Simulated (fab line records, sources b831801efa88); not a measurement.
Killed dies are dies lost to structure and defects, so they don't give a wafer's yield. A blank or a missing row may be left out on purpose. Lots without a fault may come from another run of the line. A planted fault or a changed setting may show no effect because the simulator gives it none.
fab line records | flow sky130
record lots=12 wafers=36 last_day=50
route steps=708 shown CONTACT@429 METAL5@665 PASSIVATION@683 PAD_OPEN@708
lots that met no fault: from a run of the same line without faults
start_h: hours from the record's first day to the start of the lot's first wafer shown | wait_h: hours since the lot's step before | " the same as in the row above | L1.1+2: a row that stands for several wafers | - no value, or no start given | * or withheld: withheld | < > ~ a bound
route shown NAME@n: a module of which the file shows steps, and the number in the route of the first | usual: mean/standard deviation of fault-free wafers | same: alike in all rows | chamber/n: place in a boat | sites: the reading at each site | _std_site: their standard deviation | _edge_site: outer sites' mean less inner sites' | radius_mm: how far each site lies from the wafer's centre | mask NAME#n: copy n | behind: the tool/chamber that last shaped the wafer | hold: why the lot was held/for how many hours/how that ended | device: the transistor (n, p or np) that didn't switch | end of line: the same wafers' tests at the end of the route | a step without rows: its recipe alone | killed: dies lost to structure and defects at the first sort, not the wafer's yield | map: a wafer's dies, x killed, . not, _ none there
set.NAME: the setting as run; set.NAME@STEP: as run at that earlier step | model.NAME: the simulator's own value behind a step, which no gauge read
steps of the route over a sample of lots; a table a step, a row a wafer
services: from which hour (start_h, from the record's first day; less than 0 if before it) a tool's chamber was out of use, for how many hours, and why
## steps
# step SKY_CONTACT_SPUTTER_23
# recipe material=TiN target_thk_nm=20 chamber_pressure_pa=5 power_w=4000 time_s=80
# usual cathode_dc_power_W=4000.0/0.73 throttle_valve_pct=29.9/1.1
# columns lot.wafer tool chamber start_h wait_h cathode_dc_power_W throttle_valve_pct
L863.2 pvd_sputter-02 - 733.51 0.0 3999.6 29.8
L863.3 " - " " 3999.9 30.5
L863.6 " - " " 4000.3 29.5
L865.1 pvd_sputter-02 - 751.91 0.0 4001.2 30.7
L865.5 " - " " 4001.8 29.8
L865.6 " - " " 4000.7 31.2
L866.2 pvd_sputter-04 - 754.09 0.0 4000.5 29.9
L866.4 " - " " 4000.1 30.5
L866.6 " - " " 4000.2 30.8
L867.1 pvd_sputter-04 - 774.75 0.0 3999.7 30.9
L867.3 " - " " 4000.0 28.0
L867.5 " - " " 3999.2 30.2
L869.3 pvd_sputter-04 - 786.35 0.0 3999.0 30.2
L869.4 " - " " 3999.6 30.7
L869.5 " - " " 3999.9 30.8
L870.3 pvd_sputter-02 - 798.16 0.0 4000.4 31.0
L870.4 " - " " 4000.2 29.5
L870.5 " - " " 4000.1 29.8
L871.4 pvd_sputter-02 - 802.53 0.0 3999.9 30.0
L871.5 " - " " 4001.0 29.4
L871.6 " - " " 3998.9 30.7
L872.1 pvd_sputter-01 - 806.08 0.0 3999.5 29.6
L872.5 " - " " 4000.8 30.9
L872.6 " - " " 3999.9 29.2
L873.3 pvd_sputter-04 - 813.07 0.0 4001.4 30.8
L873.5 " - " " 3999.8 30.4
L873.6 " - " " 3999.8 27.9
L875.3 pvd_sputter-02 - 826.30 0.0 3998.9 31.1
L875.4 " - " " 3999.9 30.6
L875.5 " - " " 4000.5 29.5
L884.3 pvd_sputter-01 - 896.19 0.0 3999.7 31.0
L884.4 " - " " 3998.3 29.8
L884.5 " - " " 3999.5 26.7
L886.1 pvd_sputter-02 - 922.64 0.0 4000.1 29.7
L886.2 " - " " 4000.4 30.9
L886.4 " - " " 4000.5 29.8
# step SKY_METAL5_SPUTTER_04
# recipe material=TiN target_thk_nm=70 power_w=6589 time_s=58.3 chamber_pressure_pa=0.4
# usual cathode_dc_power_W=6589.0/1.2 throttle_valve_pct=29.9/1.1
# columns lot.wafer tool chamber start_h wait_h cathode_dc_power_W throttle_valve_pct
L863.2 pvd_sputter-01 - 1002.45 0.0 6588.4 29.2
L863.3 " - " " 6588.5 27.1
L863.6 " - " " 6588.7 29.6
L865.1 pvd_sputter-02 - 1019.20 0.0 6586.7 29.7
L865.5 " - " " 6587.2 30.0
L865.6 " - " " 6589.4 30.7
L866.2 pvd_sputter-03 - 1019.99 0.0 6587.8 30.0
L866.4 " - " " 6589.9 29.9
L866.6 " - " " 6587.9 30.0
L867.1 pvd_sputter-01 - 1036.96 0.0 6588.4 29.0
L867.3 " - " " 6590.6 29.5
L867.5 " - " " 6588.2 29.3
L869.3 pvd_sputter-02 - 1045.61 0.0 6589.3 29.9
L869.4 " - " " 6588.8 30.7
L869.5 " - " " 6589.5 29.6
L870.3 pvd_sputter-01 - 1057.15 0.0 6588.8 29.5
L870.4 " - " " 6589.3 29.1
L870.5 " - " " 6590.2 29.0
L871.4 pvd_sputter-01 - 1061.90 0.0 6586.8 29.4
L871.5 " - " " 6587.9 27.2
L871.6 " - " " 6589.3 29.7
L872.1 pvd_sputter-01 - 1064.30 0.0 6589.3 30.8
L872.5 " - " " 6588.8 27.0
L872.6 " - " " 6590.0 29.3
L873.3 pvd_sputter-02 - 1068.25 0.0 6587.5 29.5
L873.5 " - " " 6589.1 29.8
L873.6 " - " " 6588.7 31.2
L875.3 pvd_sputter-03 - 1080.40 0.0 6589.8 30.8
L875.4 " - " " 6590.3 30.1
L875.5 " - " " 6587.2 30.8
L884.3 pvd_sputter-03 - 1135.87 0.0 6591.2 29.9
L884.4 " - " " 6588.0 30.5
L884.5 " - " " 6590.6 29.9
L886.1 pvd_sputter-03 - 1153.21 0.0 6589.5 30.8
L886.2 " - " " 6589.1 30.7
L886.4 " - " " 6588.8 30.2
# step SKY_PASSIVATION_CVD_02
# recipe material=Si3N4 target_thk_nm=540 temp_c=400 time_s=withheld rf_w=445
# usual heater_power_w=713/93 susceptor_temp_C=400.02/0.23
# columns lot.wafer tool chamber start_h wait_h heater_power_w susceptor_temp_C
L863.2 pecvd-01 0 1025.33 0.0 578 400.21
L863.3 " 2 " " 846 400.66
L863.6 " 0 " " 600 400.01
L865.1 pecvd-01 0 1043.12 0.1 601 399.86
L865.5 " 1 " " 778 399.86
L865.6 " 2 " " 770 399.90
L866.2 pecvd-02 2 1043.93 0.0 805 400.17
L866.4 " 1 " " 804 399.96
L866.6 " 0 " " 563 399.72
L867.1 pecvd-01 0 1059.93 0.1 529 399.71
L867.3 " 2 " " 787 399.70
L867.5 " 2 " " 831 400.48
L869.3 pecvd-04 0 1067.97 0.0 684 399.72
L869.4 " 2 " " 819 399.97
L869.5 " 1 " " 592 400.34
L870.3 pecvd-01 1 1078.57 0.0 788 400.13
L870.4 " 0 " " 596 399.80
L870.5 " 1 " " 631 400.25
L871.4 pecvd-02 2 1083.92 0.1 832 399.76
L871.5 " 0 " " 701 399.72
L871.6 " 1 " " 696 400.39
L872.1 pecvd-01 2 1086.49 0.1 750 400.33
L872.5 " 0 " " 575 399.84
L872.6 " 1 " " 767 400.43
L873.3 pecvd-02 2 1090.19 0.0 793 399.73
L873.5 " 1 " " 768 400.06
L873.6 " 2 " " 825 400.11
L875.3 pecvd-04 1 1100.47 0.0 548 399.97
L875.4 " 2 " " 785 399.77
L875.5 " 0 " " 729 399.98
L884.3 pecvd-02 2 1154.60 0.0 814 400.12
L884.4 " 0 " " 639 400.16
L884.5 " 2 " " 847 400.03
L886.1 pecvd-04 0 1171.73 0.1 660 399.87
L886.2 " 2 " " 805 400.13
L886.4 " 1 " " 635 400.35
# step SKY_PASSIVATION_ETCH_11
# recipe chemistry=CF4/O2 target_depth_nm=725 stop_on=AlCu source_w=800 bias_w=150 pressure_mtorr=150 cf4_flow_sccm=80 O2_flow_sccm=10 time_s=161.1
# usual drypump_motor_current_A=5.7/0.45 oes_product_au=0.975/0.0068 throttle_valve_pct=5.963/0.0083
# columns lot.wafer tool chamber start_h wait_h drypump_motor_current_A oes_product_au rf_hours_counter_h throttle_valve_pct
L863.2 rie_diel-02 2 1047.59 - 5.8 0.968 10 5.964
L863.3 " 1 " " 5.9 0.973 26 5.955
L863.6 " 3 " " 5.3 0.971 - 5.971
L865.1 rie_diel-03 3 1064.58 - 5.6 0.972 21 5.954
L865.5 " 2 " " 4.8 0.980 - 5.954
L865.6 " 3 " " 5.6 0.979 - 5.968
L866.2 rie_diel-02 3 1065.28 - 5.3 0.975 18 5.966
L866.4 " 1 " " 5.9 0.976 27 5.978
L866.6 " 3 " " 5.3 0.968 - 5.947
L867.1 rie_diel-03 0 1081.58 - 6.3 0.982 24 5.960
L867.3 " 3 " " 5.6 0.968 21 5.954
L867.5 " 0 " " 6.3 0.978 - 5.957
L869.3 rie_diel-03 2 1089.18 - 4.8 0.971 17 5.970
L869.4 " 1 " " 5.6 0.989 9 5.962
L869.5 " 2 " " 4.8 0.984 - 5.978
L870.3 rie_diel-02 1 1097.14 - 5.9 0.980 28 5.959
L870.4 " 0 " " 6.2 0.987 16 5.976
L870.5 " 0 " " 6.2 0.975 - 5.972
L871.4 rie_diel-01 3 1104.60 - 6.0 0.979 4 5.956
L871.5 " 1 " " 6.3 0.975 - 5.947
L871.6 " 2 " " 5.5 0.984 - 5.963
L872.1 rie_diel-02 1 1106.53 - 5.9 0.969 28 5.974
L872.5 " 0 " " 6.2 0.984 - 5.971
L872.6 " 3 " " 5.3 0.976 - 5.956
L873.3 rie_diel-01 0 1111.00 - 5.5 0.972 17 5.959
L873.5 " 2 " " 5.5 0.985 - 5.967
L873.6 " 3 " " 6.0 0.968 - 5.969
L875.3 rie_diel-01 1 1120.43 - 6.2 0.977 13 5.959
L875.4 " 2 " " 5.4 0.990 13 5.967
L875.5 " 1 " " 6.3 0.976 - 5.966
L884.3 rie_diel-01 1 1172.13 - 6.2 0.972 14 5.959
L884.4 " 3 " " 6.0 0.979 6 5.972
L884.5 " 1 " " 6.2 0.959 - 5.974
L886.1 rie_diel-03 0 1188.18 - 6.3 0.964 28 5.953
L886.2 " 3 " " 5.6 0.969 25 5.962
L886.4 " 1 " " 5.6 0.995 13 5.955
# step SKY_PAD_OPEN_PROBE_99
# usual killed_at_M0_to_M3=45/6.8 killed_at_M4_up=3.0/1.7 killed_at_contacts=25/5.7 killed_at_front_end=15/4.6 killed_at_other=0.3/0.66 killed_dies=88/9.5 killed_open=48/7.3 killed_short=39/6.5
# same gross_dies=492 killed_at_back_side=0
# columns lot.wafer tool chamber start_h wait_h killed_at_M0_to_M3 killed_at_M4_up killed_at_contacts killed_at_front_end killed_at_other killed_dies killed_open killed_short
L865.1 prober-01 - 1088.20 0.1 47 5 21 26 0 99 59 40
L865.5 prober-01 - 1088.40 0.2 42 3 18 15 0 78 43 34
L865.6 prober-01 - 1088.45 0.2 44 1 25 7 1 78 43 34
L869.3 prober-02 - 1112.16 0.2 40 1 16 21 0 78 43 35
L869.4 prober-02 - 1112.21 0.2 32 3 18 19 0 72 37 34
L869.5 prober-02 - 1112.26 0.2 43 3 28 16 0 90 45 45
L872.1 prober-01 - 1128.19 0.1 45 6 23 13 0 87 42 44
L872.5 prober-01 - 1128.39 0.2 43 3 33 8 0 87 49 38
L872.6 prober-01 - 1128.44 0.2 39 2 19 15 0 75 43 31
L875.3 prober-02 - 1142.40 0.2 40 3 26 15 0 84 50 34
L875.4 prober-02 - 1142.45 0.2 42 3 78 21 0 144 46 44
L875.5 prober-02 - 1142.50 0.2 42 2 28 18 0 90 49 41
# killed by level:class
L865.1 CONTACT:geometric_particle:open=11 VIA2:geometric_particle:open=10 VIA1:geometric_particle:open=9 METAL2:geometric_particle:short=8 FIELD_ISO:geometric_particle:open=6 POLY_GATE:geometric_particle:open=6 FIELD_ISO:geometric_particle:short=5 VIA1:geometric_particle:short=5
L865.5 VIA1:geometric_particle:open=10 LI_CONTACT:geometric_particle:open=9 VIA3:geometric_particle:open=8 METAL2:geometric_particle:short=6 FIELD_ISO:geometric_particle:short=5 CONTACT:geometric_particle:open=5 VIA1:geometric_particle:short=4 VIA3:geometric_particle:short=4
L865.6 VIA1:geometric_particle:open=11 CONTACT:geometric_particle:open=9 CONTACT:geometric_particle:short=8 VIA3:geometric_particle:open=8 LI_CONTACT:geometric_particle:open=5 VIA2:geometric_particle:open=5 METAL1:geometric_particle:short=4 VIA2:geometric_particle:short=4
L869.3 VIA1:geometric_particle:open=11 VIA1:geometric_particle:short=7 FIELD_ISO:geometric_particle:open=6 LI_CONTACT:geometric_particle:open=6 POLY_GATE:geometric_particle:open=5 METAL2:geometric_particle:short=5 VIA3:geometric_particle:open=5 FIELD_ISO:geometric_particle:short=4
L869.4 LI_CONTACT:geometric_particle:open=9 METAL1:geometric_particle:short=8 VIA1:geometric_particle:open=7 FIELD_ISO:geometric_particle:short=5 POLY_GATE:geometric_particle:open=5 VIA2:geometric_particle:open=5 FIELD_ISO:geometric_particle:open=4 VIA1:geometric_particle:short=4
L869.5 CONTACT:geometric_particle:open=10 METAL1:geometric_particle:short=7 VIA2:geometric_particle:open=6 POLY_GATE:geometric_particle:short=6 CONTACT:geometric_particle:short=6 VIA3:geometric_particle:open=6 FIELD_ISO:geometric_particle:open=5 LI_CONTACT:geometric_particle:open=5
L872.1 METAL1:geometric_particle:short=10 CONTACT:geometric_particle:open=9 VIA1:geometric_particle:open=8 METAL4:geometric_particle:short=6 VIA2:geometric_particle:open=6 POLY_GATE:geometric_particle:short=5 LI_CONTACT:geometric_particle:open=5 METAL2:geometric_particle:short=5
L872.5 VIA1:geometric_particle:open=16 CONTACT:geometric_particle:short=11 CONTACT:geometric_particle:open=10 LI_CONTACT:geometric_particle:open=8 VIA2:geometric_particle:open=5 METAL1:geometric_particle:short=4 VIA3:geometric_particle:short=4 SPACER:geometric_particle:short=3
L872.6 VIA2:geometric_particle:open=11 VIA1:geometric_particle:open=8 POLY_GATE:geometric_particle:open=5 CONTACT:geometric_particle:open=5 CONTACT:geometric_particle:short=5 LOCAL_INTERCONNECT:geometric_particle:short=4 POLY_GATE:geometric_particle:short=3 VIA1:geometric_particle:short=3
L875.3 VIA1:geometric_particle:open=11 CONTACT:geometric_particle:open=7 VIA1:geometric_particle:short=7 VIA2:geometric_particle:open=7 POLY_GATE:geometric_particle:open=6 LOCAL_INTERCONNECT:geometric_particle:short=6 VIA3:geometric_particle:open=5 CONTACT:geometric_particle:short=4
L875.4 CONTACT:unspecified=54 CONTACT:geometric_particle:open=10 VIA1:geometric_particle:open=9 METAL2:geometric_particle:short=7 VIA1:geometric_particle:short=6 POLY_GATE:geometric_particle:short=5 LOCAL_INTERCONNECT:geometric_particle:short=5 VIA2:geometric_particle:open=5
L875.5 VIA2:geometric_particle:open=9 VIA1:geometric_particle:open=9 VIA1:geometric_particle:short=8 CONTACT:geometric_particle:open=7 LI_CONTACT:geometric_particle:open=6 LOCAL_INTERCONNECT:geometric_particle:short=6 CONTACT:geometric_particle:short=5 VIA3:geometric_particle:open=5
## services
# columns tool chamber start_h hours kind
pvd_sputter-01 - 711.04 26.1 repair
pvd_sputter-04 - 711.39 7.0 repair
pvd_sputter-02 - 715.28 1.4 repair
rie_diel-02 3 747.77 3.9 repair
pecvd-01 - 750.29 14.6 pm
pecvd-02 - 777.05 2.0 repair
pvd_sputter-03 - 801.55 6.2 repair
rie_diel-03 1 806.29 4.7 repair
pecvd-01 - 815.86 2.8 pm
rie_diel-01 0 817.27 7.7 repair
pecvd-01 - 822.43 0.7 repair
pvd_sputter-04 - 826.34 2.9 repair
pvd_sputter-02 - 835.46 11.5 repair
pvd_sputter-01 - 851.15 2.5 repair
pecvd-02 - 861.67 2.8 pm
pecvd-01 - 875.87 0.8 repair
pecvd-01 - 885.07 3.0 repair
rie_diel-02 0 898.36 15.9 repair
rie_diel-03 - 913.74 2.8 pm
rie_diel-03 2 935.19 2.5 repair
pecvd-01 0 988.28 3.9 repair
pvd_sputter-01 - 1049.02 1.7 repair
pvd_sputter-01 - 1062.95 0.6 repair
pecvd-01 1 1143.76 18.7 repair
## key
first_sign step=SKY_PAD_OPEN_PROBE_99 reading=killed_at_contacts direction=up sigmas=9.4 usual=25 struck=78
effect step=SKY_PAD_OPEN_PROBE_99 reading=killed_dies direction=up sigmas=5.9 usual=88 struck=144
met_at SKY_CONTACT_SPUTTER_23
struck_lots L875
struck_wafers L875.4
tester_left_out L875
not_acting_at SKY_METAL5_SPUTTER_04,SKY_PASSIVATION_CVD_02,SKY_PASSIVATION_ETCH_11
onset_between 802.53 826.30
fault kind=chamber_particle_source tool=pvd_sputter-02 chamber=- onset_h=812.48 steps=SKY_CONTACT_SPUTTER_23 rate_per_visit_cm2=1.0181 end_h=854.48 scope=struck_wafers_only
# tester_left_out: of these lots the tester's yield and bins aren't shown, on N5 and GAA mostly nor the transistor test; their killed dies are dies lost to structure and defects alone, not to doping, threshold or leakage, so they don't give the yield
